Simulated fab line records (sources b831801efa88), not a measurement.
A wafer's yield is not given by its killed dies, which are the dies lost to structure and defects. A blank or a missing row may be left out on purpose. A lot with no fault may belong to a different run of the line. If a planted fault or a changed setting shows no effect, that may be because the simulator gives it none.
Problem report in the 8D (eight disciplines) form, filled by code + flow sky130 + the parts of the form that need people (team, actions taken, sign-off) are left out

## 1. THE PROBLEM
On 3 wafers of 1 lot, sort_bin_3_pad_short at SKY_PAD_OPEN_PROBE_99 has a mean of 4.4 %; fault-free wafers read 0.9 %, standard deviation 0.43. That is +8.1 standard deviations from the usual mean.
First seen on wafer L826.1, day 50 04:40, on prober-02. The record holds 15 wafers of 5 lots with a number at this step. The rule behind "out" and "out of limits": a value lying over 4 standard deviations away from the usual mean. Any other wafer with a number is counted as sound.

## 2. WHAT IT IS AND WHAT IT IS NOT
| question                    | is                                                                                                                            | is not                                                                                                 |
|-----------------------------|-------------------------------------------------------------------------------------------------------------------------------|--------------------------------------------------------------------------------------------------------|
| which readings at this step | sort_bin_3_pad_short, defect-limited-yield, killed_at_M0_to_M3, killed-dies, sort_bin_5_function, sort-n-pass, sort-yield-pct | killed_at_M4_up, killed-at-contacts, killed-at-front-end, killed-open, killed-short, sort_bin_6_memory |
| which lots                  | L826                                                                                                                          | L811, L817, L829, L831                                                                                 |
| which wafers of those lots  | all that have a number                                                                                                        | -                                                                                                      |
| read on which tools         | prober-02                                                                                                                     | prober-01                                                                                              |
| when                        | from day 50 04:40                                                                                                             | up to then (6 sound wafers); but 6 sound wafers of L829, L831 came after                               |

## 3. THE SUSPECTS, EACH WITH WHAT RULES IT OUT
Counting: a tool stays on the suspect list if, at a process step up to the reading, it processed all lots that are out and no sound lot following the first of them.
- wet-bench-03 at SKY_VIA1_CLEAN_19 (cleans in O3/DIW): ruled out as a lasting fault. After its first lot that is out, L826 (day 39 19:06), sound lots L829 ran on it.
- rie-metal-04 at SKY_METAL5_METAL_ETCH_15 (etches the open film in Cl2/BCl3, stops on SiO2, target depth 1260 nm, time 252 s): ruled out as a lasting fault. After its first lot that is out, L826 (day 48 14:23), sound lots L831 ran on it.
- pecvd-03 at SKY_PASSIVATION_CVD_02 (deposits Si3N4, target thk 540 nm): kept. It ran the lot that is out, L826 (day 48 15:18), and no sound lot after that.
- prober-02 at SKY_PAD_OPEN_PROBE_99: ruled out as a lasting fault. After its first lot that is out, L826 (day 50 04:40), sound lots L829, L831 ran on it.
Remaining after the count: pecvd-03 at SKY_PASSIVATION_CVD_02.

## 4. THE CAUSE (what the simulator had put in)
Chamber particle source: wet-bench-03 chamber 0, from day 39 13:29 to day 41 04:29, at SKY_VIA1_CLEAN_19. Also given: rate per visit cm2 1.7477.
Counting ruled it out, wrongly: the rule takes a fault to strike every lot that its tool runs from its start on, and this one did not.

## 5. SEQUENCE OF EFFECTS, ordered by route
Each row: a reading where the mean over the struck wafers with a number is more than 3 standard deviations away from the usual. Scope: only readings with a usual standard deviation given in the record; hours: median across lots of the time from each lot's start at the first step in this table that gives one to its start at this step; sigmas: change in usual standard deviations.
| hours | step                  | reading              | usual  | on struck wafers | change | sigmas |
|-------|-----------------------|----------------------|--------|------------------|--------|--------|
| 0     | SKY_PAD_OPEN_PROBE_99 | defect-limited-yield | 82.1 % | 69.8             | -12.3  | -6.5   |
| 0     | SKY_PAD_OPEN_PROBE_99 | killed_at_M0_to_M3   | 44     | 103              | +59    | +8.9   |
| 0     | SKY_PAD_OPEN_PROBE_99 | killed-dies          | 88     | 148              | +60    | +6.4   |
| 0     | SKY_PAD_OPEN_PROBE_99 | sort_bin_3_pad_short | 0.9 %  | 4.4              | +3.5   | +8.1   |
| 0     | SKY_PAD_OPEN_PROBE_99 | sort_bin_5_function  | 10.7 % | 18.8             | +8.1   | +5.0   |
| 0     | SKY_PAD_OPEN_PROBE_99 | sort-n-pass          | 404    | 344              | -60    | -6.4   |
| 0     | SKY_PAD_OPEN_PROBE_99 | sort-yield-pct       | 82.1 % | 69.8             | -12.3  | -6.5   |
Its process steps:
- SKY_PAD_OPEN_PROBE_99

## 6. WHAT WOULD HAVE CAUGHT IT SOONER
In this record no reading fell out of limits until day 50 04:40, 255 hours after the fault had begun at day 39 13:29.
